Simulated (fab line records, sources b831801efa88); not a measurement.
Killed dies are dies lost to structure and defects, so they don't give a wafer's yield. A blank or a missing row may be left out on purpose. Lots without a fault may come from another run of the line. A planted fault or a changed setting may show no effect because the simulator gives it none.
One fault seen from 2 desks | flow gf180mcu | each desk has only its own numbers; what lay behind them comes last

THE TOOL OWNER'S DESK: rie_si-02
The tool's own readings at GF_STI_ETCH_14 (etches Si in HBr/Cl2/O2, target depth 360 nm, time 102.9 s): means of the sampled wafers that have a number, for each lot that ran on this tool. A lot is out of limits, marked OUT, if its mean lies more than 4 standard deviations from the usual mean; the brackets give that distance.
Columns: A = drypump_motor_current_A at GF_STI_ETCH_14, usual 5.7 A; B = he_backside_leak_sccm at GF_STI_ETCH_14, usual 2.74 sccm; C = mfc_cl2_sccm at GF_STI_ETCH_14, usual 39.99 sccm; D = oes_product_au at GF_STI_ETCH_14, usual 1.002 a.u.; E = run_length_s at GF_STI_ETCH_14, usual 131.0 s; F = throttle_valve_pct at GF_STI_ETCH_14, usual 25.655 %
lot  | first seen here | A   | B    | C     | D     | E               | F
L149 | day 4 15:22     | 6.0 | 2.77 | 40.00 | 0.997 | 131.1           | 25.647
L150 | day 4 21:49     | 6.2 | 2.71 | 39.93 | 1.003 | 122.7 (-21) OUT | 25.660
L154 | day 5 18:38     | 6.2 | 2.62 | 39.90 | 1.007 | 122.5 (-22) OUT | 25.660
This desk's finding: out of limits on L150, L154; first on L150, day 4 21:49 (run_length_s at GF_STI_ETCH_14). In limits: L149.

THE METROLOGY DESK
What the gauges read, lot by lot, whatever tool the lot ran on: means of the sampled wafers that have a number. A lot is out of limits, marked OUT, if its mean lies more than 4 standard deviations from the usual mean; the brackets give that distance.
Columns: A = STI_OXIDATION_THK at GF_STI_THK_MEAS_02, usual 9.92 nm; B = STI_CVD_03_THK at GF_STI_THK_MEAS_04, usual 207.5 nm; C = cd_nm at GF_STI_CD_MEAS_12, usual 220.2 nm
lot  | first seen here | A     | B     | C
L146 | day 3 09:39     | 9.67  | 206.9 | 219.9
L149 | day 3 23:31     | 10.30 | 207.2 | 220.4
L150 | day 4 05:26     | 9.86  | 210.3 | 218.3
L151 | day 4 09:32     | 9.86  | 207.6 | 220.9
L154 | day 5 01:50     | 9.97  | 206.0 | 220.8
L160 | day 6 07:43     | 10.17 | 211.1 | 219.3
This desk's finding: nothing out of limits on any of the 6 lots.

PUT TOGETHER
The tool owner's desk could have raised an alarm at day 4 21:49, on L150, L154.
The metrology desk saw nothing out of limits.
The metrology desk has L150, L154 on record, within its limits.
Of the lots named, all ran GF_STI_ETCH_14 on rie_si-02.

WHAT THE SIMULATOR HAD PUT IN
Process parameter drift: rie_si-02, from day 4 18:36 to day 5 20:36, at GF_STI_ETCH_14. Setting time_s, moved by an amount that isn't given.
Lots struck among those shown: L150, L154.
Hours from the fault's start to each desk's first reading out of limits: the tool owner's desk, 3.
